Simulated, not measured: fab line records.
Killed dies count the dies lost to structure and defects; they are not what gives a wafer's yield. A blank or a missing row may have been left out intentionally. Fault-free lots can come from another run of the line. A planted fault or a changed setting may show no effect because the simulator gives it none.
Comparing a struck lot with a sound one | flow sky130 | 15 out of 708 route steps
Sound: wafers L611.2, L611.4, L611.5. Struck: wafer L615.2. (L615.4, L615.5 of the same lot were not struck and are left out.) The cause comes at the end.
At each step with rows: each side's tool, then ch and its chambers, then its first start. Under that, the readings that differ: sound wafers | struck wafers | difference of the means | sigmas: that difference in standard deviations of wafers without a fault.
alike: a reading whose means differ by less than 2 such deviations, as well as words and numbers matching on both sides. not compared: withheld readings; readings where some wafer has no value; bounds like >300 that might hide an equal value; numbers whose values overlap and for which the record gives no deviation.
The two part at a step that has a row with sigmas, a row that says differs or no value, or rows on one side only. Non-overlapping numbers with no deviation appear without sigmas and do not part them. A reading missing from all wafers of one side parts the sides only when that side holds two or more wafers.

first, 1 step without rows for these wafers: SKY_LDD_P_IMPLANT_09.
SKY_LDD_P_STRIP_10: strips in O2/N2.
  sound on plasma asher-03 ch 0,1, day 23 11:37; struck on plasma asher-04 ch 1, day 25 00:58
  alike: drypump motor current A, n2 flow sccm, oes product au, strip time to endpoint s
  not compared: rf hours counter h
SKY_LDD_P_TW_MEAS_11:
  struck on film metro-04, day 25 01:04; sound on film metro-01, day 23 11:44
  alike: LDD_P_TW
then, 7 steps without rows for these wafers: SKY_LDD_HVN_DEHYDRATE_00 (time 60 s); SKY_LDD_HVN_HMDS_01 (prime time 60 s); SKY_LDD_HVN_COAT_02 (resist thk 300 nm); SKY_LDD_HVN_SOFTBAKE_03 (time 60 s); SKY_LDD_HVN_EXPOSE_04 (exposes mask HVNTM, target cd 700 nm); SKY_LDD_HVN_PEB_05; SKY_LDD_HVN_DEVELOP_06 (develop time 60 s).
SKY_LDD_HVN_OVL_MEAS_07:
  struck on overlay-01, day 26 06:38; sound on overlay-01, day 24 17:04
  alike: LDD_HVN_OVL
next, for these wafers, 1 step has no rows: SKY_LDD_HVN_IMPLANT_08.
SKY_LDD_HVN_STRIP_09: strips in O2/N2.
  sound on plasma asher-01 ch 1, day 24 17:14; struck on plasma asher-01 ch 0, day 26 06:49
  reading             | sound             | struck | difference | sigmas
  n2 flow sccm (sccm) | 301.5 299.6 299.7 | 239.2  | -61.1      | -66
  alike: drypump motor current A, oes product au, strip time to endpoint s
  not compared: rf hours counter h
SKY_LDD_HVN_TW_MEAS_10:
  struck on film metro-01, day 26 06:56; sound on film metro-04, day 24 17:21
  alike: LDD_HVN_TW
-- record jumps: 23 days separate the struck wafers' starts on either side; left off in module LDD_HVN, taken up again in module PAD_OPEN, whose first shown step is the route's number 708 --
SKY_PAD_OPEN_PROBE_99:
  struck on prober-02, day 49 16:10; sound on prober-01, day 48 17:32
  reading             | sound    | struck | difference | sigmas
  killed at front end | 23 12 17 | 6      | -11        | -2
  alike: killed_at_M0_to_M3, killed_at_M4_up, killed at contacts, killed at other, killed dies, killed on rim, killed open, killed short

== WHERE THEY PART ==
At SKY_LDD_HVN_STRIP_09 first; at SKY_PAD_OPEN_PROBE_99 last (within this record only).

WHY: what had been put in by the simulator
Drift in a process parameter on plasma asher-01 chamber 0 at SKY_LDD_HVN_STRIP_09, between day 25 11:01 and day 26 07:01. Setting n2 flow sccm, moved by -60, from 300. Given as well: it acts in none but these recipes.
